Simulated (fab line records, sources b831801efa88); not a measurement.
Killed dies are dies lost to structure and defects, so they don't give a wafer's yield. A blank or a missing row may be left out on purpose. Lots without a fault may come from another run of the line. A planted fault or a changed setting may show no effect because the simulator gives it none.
Which tool did it? | flow sfq_line | 12 lots, 36 wafers sampled, at 3 steps of a route of 325

WHAT THE GAUGES READ, wafer by wafer
SFQ_M1_OVL_MEAS_911. Usual: M1_OVL -1 nm, standard deviation 4.6.
lot  | measured     | on         | M1_OVL (nm) | flag
L881 | day 12 17:49 | overlay-02 | -10 -7 -3   |
L882 | day 13 02:13 | overlay-01 | -9 -5 -6    |
L883 | day 13 08:13 | overlay-02 | -2 0 -6     |
L884 | day 13 19:07 | overlay-02 | 4 1 2       |
L888 | day 15 00:58 | overlay-02 | -5 -7 -3    |
L892 | day 16 07:46 | overlay-02 | -7 -7 -9    |
L893 | day 16 21:12 | overlay-02 | 3 1 -2      |
L894 | day 17 05:42 | overlay-02 | -5 -7 -6    |
L897 | day 18 08:59 | overlay-01 | -7 -1 6     |
L901 | day 19 11:11 | overlay-01 | 5 5 2       |
L902 | day 19 14:48 | overlay-01 | 4 4 3       |
L904 | day 20 07:35 | overlay-02 | -3 -1 -5    |

SFQ_I1_BOW_MEAS_912. Usual: I1_BOW 3 um, standard deviation 9.7.
lot  | measured     | on            | I1_BOW (um) | flag
L881 | day 13 08:02 | film_metro-04 | 3 10 -5     |
L882 | day 13 17:01 | film_metro-01 | -8 -1 3     |
L883 | day 14 02:01 | film_metro-04 | 6 -6 -9     |
L884 | day 14 14:02 | film_metro-04 | -4 -4 -1    |
L888 | day 15 16:52 | film_metro-01 | -8 -6 5     |
L892 | day 16 16:56 | film_metro-04 | 5 10 10     |
L893 | day 17 02:45 | film_metro-02 | -2 -8 2     |
L894 | day 17 10:05 | film_metro-01 | 21 11 -5    |
L897 | day 18 13:04 | film_metro-02 | 11 -1 -5    |
L901 | day 19 15:52 | film_metro-01 | 0 3 6       |
L902 | day 19 19:40 | film_metro-02 | -2 -1 -2    |
L904 | day 20 12:27 | film_metro-01 | 13 7 -1     |

WHICH TOOL RAN EACH LOT (tool, then ch and the chambers of the sampled wafers, then the start)
lot  | SFQ_TRILAYER_M1_DEP_SPUTTER_037
L881 | pvd_sputter-03, day 9 22:08
L882 | pvd_sputter-06, day 10 05:20
L883 | pvd_sputter-03, day 10 10:13
L884 | pvd_sputter-05, day 10 19:44
L888 | pvd_sputter-03, day 11 19:17
L892 | pvd_sputter-03, day 12 22:53
L893 | pvd_sputter-03, day 13 11:29
L894 | pvd_sputter-06, day 13 17:07
L897 | pvd_sputter-03, day 14 17:24
L901 | pvd_sputter-06, day 15 19:37
L902 | pvd_sputter-06, day 16 00:35
L904 | pvd_sputter-03, day 16 13:36
- SFQ_TRILAYER_M1_DEP_SPUTTER_037: material Nb, target thk 200 nm, time 133.3 s.

WHAT THE TOOLS THEMSELVES READ (means of the sampled wafers that have a number; where no wafer has one, the mark that the record gives instead)
SFQ_TRILAYER_M1_DEP_SPUTTER_037. Usual: throttle_valve_pct 30.4 %, standard deviation 0.93.
lot  | tool           | throttle_valve_pct (%) | flag
L881 | pvd_sputter-03 | 30.3                   |
L882 | pvd_sputter-06 | 30.7                   |
L883 | pvd_sputter-03 | 30.4                   |
L884 | pvd_sputter-05 | 29.8                   |
L888 | pvd_sputter-03 | 31.1                   |
L892 | pvd_sputter-03 | 30.6                   |
L893 | pvd_sputter-03 | 30.4                   |
L894 | pvd_sputter-06 | 30.3                   |
L897 | pvd_sputter-03 | 30.8                   |
L901 | pvd_sputter-06 | 29.8                   |
L902 | pvd_sputter-06 | 30.2                   |
L904 | pvd_sputter-03 | 30.5                   |

THE ANSWER, worked out from the rows above alone
Rule: a lot is off if the mean of its wafers that have a number lies more than 3 standard deviations from the usual mean. A lot without any number at a reading at which 4 lots or more have one is off too. The other lots that the step has rows for count as sound. The gauges are gone through in route order, then the tools' own readings, and for those a lot's mean is taken as printed above. The first step at which some lot is off is used, and at that step the reading that is off furthest; a lot without a number counts as furthest.
No lot is off at any reading shown: from this, nothing can be told.

WHAT THE SIMULATOR HAD PUT IN
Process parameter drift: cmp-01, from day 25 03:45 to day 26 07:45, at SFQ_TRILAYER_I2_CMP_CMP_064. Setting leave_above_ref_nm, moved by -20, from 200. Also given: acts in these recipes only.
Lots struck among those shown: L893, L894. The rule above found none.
